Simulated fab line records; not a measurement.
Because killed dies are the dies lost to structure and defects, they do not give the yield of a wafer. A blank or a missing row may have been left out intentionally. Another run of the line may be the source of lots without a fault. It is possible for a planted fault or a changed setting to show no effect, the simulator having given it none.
Struck lot and sound lot, side by side	flow gf180mcu	15 steps out of a route of 602
Sound: wafers L735.1, L735.3, L735.4. Struck: wafer L744.5 (L744.2, L744.6, from the same lot, were not struck and are left out); the cause is given at the end.
Order at every step that has rows: each side's tool, ch and its chambers, its first start. Under that, the readings that differ: sound wafers	struck wafers	difference of the means	sigmas: that difference in standard deviations of wafers without a fault.
alike: readings with means less than 2 such deviations apart, plus words and numbers identical on both sides. not compared: withheld readings, readings lacking a value on some wafer, bounds such as >300 that could conceal the same value, and numbers that have no deviation in the record and whose values overlap.
The two part at a step that has a row with sigmas, a row that says differs or no value, or rows on one side only. Numbers that don't overlap but have no deviation are shown without sigmas and don't part them. A reading missing from all wafers of one side parts the sides only when that side holds two or more wafers.

GF_V5_STRIP_18: strips in O2/N2.
  sound on plasma_asher-04 ch 0,1, day 28 11:43; struck on plasma_asher-04 ch 0, day 31 06:22
  alike: drypump_motor_current_A, heater_power_w, oes_product_au
  not compared: rf_hours_counter_h
then, 2 steps without rows for these wafers: GF_V5_STRIP_19 (strips in post etch residue remover, time 1200 s); GF_V5_CLEAN_20 (cleans in DIW).
GF_V5_SPUTTER_21: material Ti, target thk 15 nm, time 80.02 s.
  sound on pvd_sputter-01 at day 28 12:17; struck on pvd_sputter-04 at day 31 06:54
  alike: cathode_dc_power_W, throttle_valve_pct
GF_V5_SPUTTER_22: material TiN, target thk 10 nm, time 40 s.
  sound on pvd_sputter-01 at day 28 12:20; struck on pvd_sputter-04 at day 31 06:58
  alike: cathode_dc_power_W, throttle_valve_pct
then, 1 step without rows for these wafers: GF_V5_CVD_23 (deposits W, target thk 350 nm, time 104.9 s).
GF_V5_RS_MEAS_24: the measuring method here is four-point-probe.
  sound on film_metro-01 at day 28 12:29; struck on film_metro-04 at day 31 07:08
  alike: V5_W_RS
GF_V5_THK_MEAS_25: measures by xrf.
  sound on film_metro-01 at day 28 12:37; struck on film_metro-04 at day 31 07:14
reading	sound	struck	difference	sigmas
V5_W_THK (nm)	348 353 348	335	-15	-3
then, 2 steps without rows for these wafers: GF_V5_CMP_26 (polishes, stops on SiO2, t overpolish 15 s, target thk 0 nm); GF_TOP_METAL_SPUTTER_00 (material Ti, target thk 37.5 nm, time 150 s).
GF_TOP_METAL_SPUTTER_01: material TiN, target thk 30 nm, time 25 s.
  sound on pvd_sputter-03 at day 28 13:04; struck on pvd_sputter-03 at day 31 07:41
  alike: cathode_dc_power_W, throttle_valve_pct
then, 1 step without rows for these wafers: GF_TOP_METAL_SPUTTER_02 (material AlCu, target thk 900 nm, time 47.82 s).
GF_TOP_METAL_SPUTTER_03: material Ti, target thk 5 nm, time 3.3 s.
  sound on pvd_sputter-03 at day 28 13:09; struck on pvd_sputter-03 at day 31 07:46
reading	sound	struck	difference	sigmas
model.Ti_of_TOP_METAL_SPUTTER_03.thk_nm (nm)	5.179 5.24 5.133	7.759	+2.575	
  alike: cathode_dc_power_W, throttle_valve_pct
GF_TOP_METAL_SPUTTER_04: material TiN, target thk 25 nm, time 20.8 s.
  sound on pvd_sputter-03 at day 28 13:10; struck on pvd_sputter-03 at day 31 07:47
  alike: cathode_dc_power_W, throttle_valve_pct
GF_PASSIVATION_PROBE_99:
  only the struck wafers here have rows in the record (prober-02, day 32 20:41); the sound ones have none

WHERE THEY PART
At GF_V5_THK_MEAS_25 first; at GF_PASSIVATION_PROBE_99 last (within this record only).

WHY: the cause the simulator had injected
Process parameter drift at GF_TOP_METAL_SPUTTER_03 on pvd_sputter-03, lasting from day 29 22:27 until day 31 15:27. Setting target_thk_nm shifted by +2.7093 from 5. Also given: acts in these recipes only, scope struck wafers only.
